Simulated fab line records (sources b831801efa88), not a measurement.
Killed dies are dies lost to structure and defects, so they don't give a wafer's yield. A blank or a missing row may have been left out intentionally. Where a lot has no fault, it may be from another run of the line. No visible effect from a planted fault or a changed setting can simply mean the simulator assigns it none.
The tool behind it: which one? | flow gf180mcu | 12 lots with 36 wafers sampled at 5 steps, on a route of 602 steps

## WHAT THE GAUGES READ, wafer by wafer
GF_M3_RS_MEAS_05: a four-point-probe measurement.
lot  | measured     | on            | M3_ALCU_RS (ohm/sq)
L277 | day 20 08:28 | film_metro-02 | 0.0703 0.0701 0.0696
L278 | day 20 23:50 | film_metro-04 | 0.0702 0.0698 0.0708
L279 | day 21 08:55 | film_metro-01 | 0.0707 0.0706 0.0712
L280 | day 21 17:59 | film_metro-04 | 0.0701 0.0693 0.0693
L283 | day 22 18:53 | film_metro-02 | 0.0707 0.0699 0.0715
L289 | day 24 22:38 | film_metro-04 | 0.0687 0.0696 0.0694
L293 | day 25 23:25 | film_metro-02 | 0.0689 0.0689 0.0695
L295 | day 26 14:52 | film_metro-02 | 0.0698 0.0695 0.0694
L296 | day 27 04:42 | film_metro-01 | 0.0715 0.0710 0.0712
L297 | day 27 07:49 | film_metro-02 | 0.0714 0.0715 0.0707
L299 | day 27 22:56 | film_metro-02 | 0.0706 0.0699 0.0699
L300 | day 28 02:44 | film_metro-04 | 0.0703 0.0698 0.0693

GF_V3_THK_MEAS_01.
lot  | measured     | on            | V3_CVD_00_THK (nm)
L277 | day 21 09:21 | film_metro-03 | 606 610 612
L278 | day 21 23:49 | film_metro-04 | 595 591 585
L279 | day 22 09:02 | film_metro-03 | 595 600 594
L280 | day 22 17:53 | film_metro-02 | 594 601 598
L283 | day 23 18:40 | film_metro-04 | 603 595 596
L289 | day 25 20:25 | film_metro-04 | 592 606 609
L293 | day 26 21:23 | film_metro-03 | 491 497 487
L295 | day 27 11:39 | film_metro-02 | 492 486 493
L296 | day 28 00:43 | film_metro-02 | 608 603 605
L297 | day 28 04:28 | film_metro-02 | 590 605 606
L299 | day 28 19:41 | film_metro-02 | 596 595 604
L300 | day 28 23:17 | film_metro-02 | 605 606 600

## EACH LOT AND THE TOOL THAT RAN IT (in order: tool; ch and the chambers of the sampled wafers; start)
lot  | GF_V2_ETCH_16                      | GF_M3_SPUTTER_01             | GF_V3_CVD_00
L277 | rie_diel-01 ch 0,1,3, day 20 06:47 | pvd_sputter-04, day 20 08:21 | hdpcvd-02 ch 1,2, day 21 09:16
L278 | rie_diel-04 ch 0,1,2, day 20 22:08 | pvd_sputter-04, day 20 23:41 | hdpcvd-01 ch 0,1,2, day 21 23:44
L279 | rie_diel-03 ch 2,3, day 21 07:19   | pvd_sputter-04, day 21 08:47 | hdpcvd-02 ch 0,1,2, day 22 08:57
L280 | rie_diel-01 ch 0,2,3, day 21 16:22 | pvd_sputter-02, day 21 17:49 | hdpcvd-01 ch 1,2, day 22 17:47
L283 | rie_diel-03 ch 0,1,3, day 22 16:53 | pvd_sputter-03, day 22 18:45 | hdpcvd-02 ch 0,1,2, day 23 18:35
L289 | rie_diel-03 ch 1,2,3, day 24 21:04 | pvd_sputter-04, day 24 22:31 | hdpcvd-01 ch 0,1,2, day 25 20:20
L293 | rie_diel-03 ch 0,3, day 25 21:46   | pvd_sputter-03, day 25 23:14 | hdpcvd-02 ch 0,1,2, day 26 21:20
L295 | rie_diel-03 ch 0,2,3, day 26 13:16 | pvd_sputter-04, day 26 14:45 | hdpcvd-02 ch 0,1,2, day 27 11:35
L296 | rie_diel-01 ch 1,2,3, day 27 03:04 | pvd_sputter-03, day 27 04:32 | hdpcvd-01 ch 0,1,2, day 28 00:38
L297 | rie_diel-04 ch 0,2,3, day 27 06:13 | pvd_sputter-02, day 27 07:40 | hdpcvd-01 ch 1,2, day 28 04:23
L299 | rie_diel-03 ch 0,1,3, day 27 21:13 | pvd_sputter-04, day 27 22:49 | hdpcvd-01 ch 1,2, day 28 19:37
L300 | rie_diel-04 ch 0,1,2, day 28 01:07 | pvd_sputter-04, day 28 02:35 | hdpcvd-01 ch 0,1, day 28 23:12
- GF_V2_ETCH_16: etches BARC in N2/H2.
- GF_M3_SPUTTER_01: material TiN, target thk 30 nm, time 25 s.
- GF_V3_CVD_00: deposits SiO2, target thk 600 nm, time 100 s.

## WHAT THE TOOLS THEMSELVES READ (means of the sampled wafers that have a number; where no wafer has one, the mark that the record gives instead)
GF_V2_ETCH_16.
lot  | tool        | drypump_motor_current_A (A) | oes_product_au (a.u.) | throttle_valve_pct (%)
L277 | rie_diel-01 | 6.0                         | 0.850                 | 13.228
L278 | rie_diel-04 | 5.6                         | 0.852                 | 13.222
L279 | rie_diel-03 | 5.9                         | 0.858                 | 13.228
L280 | rie_diel-01 | 5.6                         | 0.859                 | 13.225
L283 | rie_diel-03 | 5.7                         | 0.848                 | 13.227
L289 | rie_diel-03 | 5.8                         | 0.854                 | 13.225
L293 | rie_diel-03 | 5.8                         | 0.860                 | 13.224
L295 | rie_diel-03 | 5.8                         | 0.855                 | 13.231
L296 | rie_diel-01 | 5.8                         | 0.856                 | 13.231
L297 | rie_diel-04 | 5.4                         | 0.851                 | 13.226
L299 | rie_diel-03 | 5.8                         | 0.854                 | 13.228
L300 | rie_diel-04 | 5.5                         | 0.856                 | 13.227

GF_M3_SPUTTER_01.
lot  | tool           | throttle_valve_pct (%)
L277 | pvd_sputter-04 | 29.3
L278 | pvd_sputter-04 | 31.3
L279 | pvd_sputter-04 | 30.9
L280 | pvd_sputter-02 | 29.8
L283 | pvd_sputter-03 | 30.0
L289 | pvd_sputter-04 | 30.6
L293 | pvd_sputter-03 | 29.3
L295 | pvd_sputter-04 | 29.4
L296 | pvd_sputter-03 | 29.9
L297 | pvd_sputter-02 | 30.3
L299 | pvd_sputter-04 | 31.0
L300 | pvd_sputter-04 | 30.0

## THE ANSWER, worked out from the rows above alone
Rule: the usual values come from the lots themselves. The widest of any qualifying gaps counts: lots, ordered by their means at a reading, are off when they make up no more than a third of the lots, leave a main group of 4 or more, and stand apart from it by 3 or more times the standard deviation of that group's means. The tables above print the reading to a certain number of digits; a main group whose means all agree to those digits is not used. Also off: a lot with no number at a reading for which 4 or more lots have one. Where the step has rows for the other lots, those lots are counted as sound. First the gauges in route order, then the tools' own readings, where a lot's mean is used as printed above. The first step at which some lot is off is used, and at that step the reading that is off furthest; a lot without a number counts as furthest.
Off: L293, L295, seen at GF_V3_THK_MEAS_01 (V3_CVD_00_THK). Main group: mean 600 nm, sd 5.
If a tool, at a process step before that reading, ran all the lots that are off and no sound lot after the first of them, it fits. Those tools and the gauges at GF_V3_THK_MEAS_01 are tried in the same way. One fits: hdpcvd-02 at GF_V3_CVD_00. A fault onset in the window from L283 (day 23 18:35, its last sound lot) to L293 (day 26 21:20, its first lot off) fits.

## WHAT THE SIMULATOR HAD INSERTED
Site profile drift: hdpcvd-02, from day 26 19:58 on, at GF_V3_CVD_00. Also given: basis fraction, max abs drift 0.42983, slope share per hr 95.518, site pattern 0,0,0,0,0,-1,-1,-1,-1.
Shown lots that were struck: L293, L295. The same result came from the rule above.
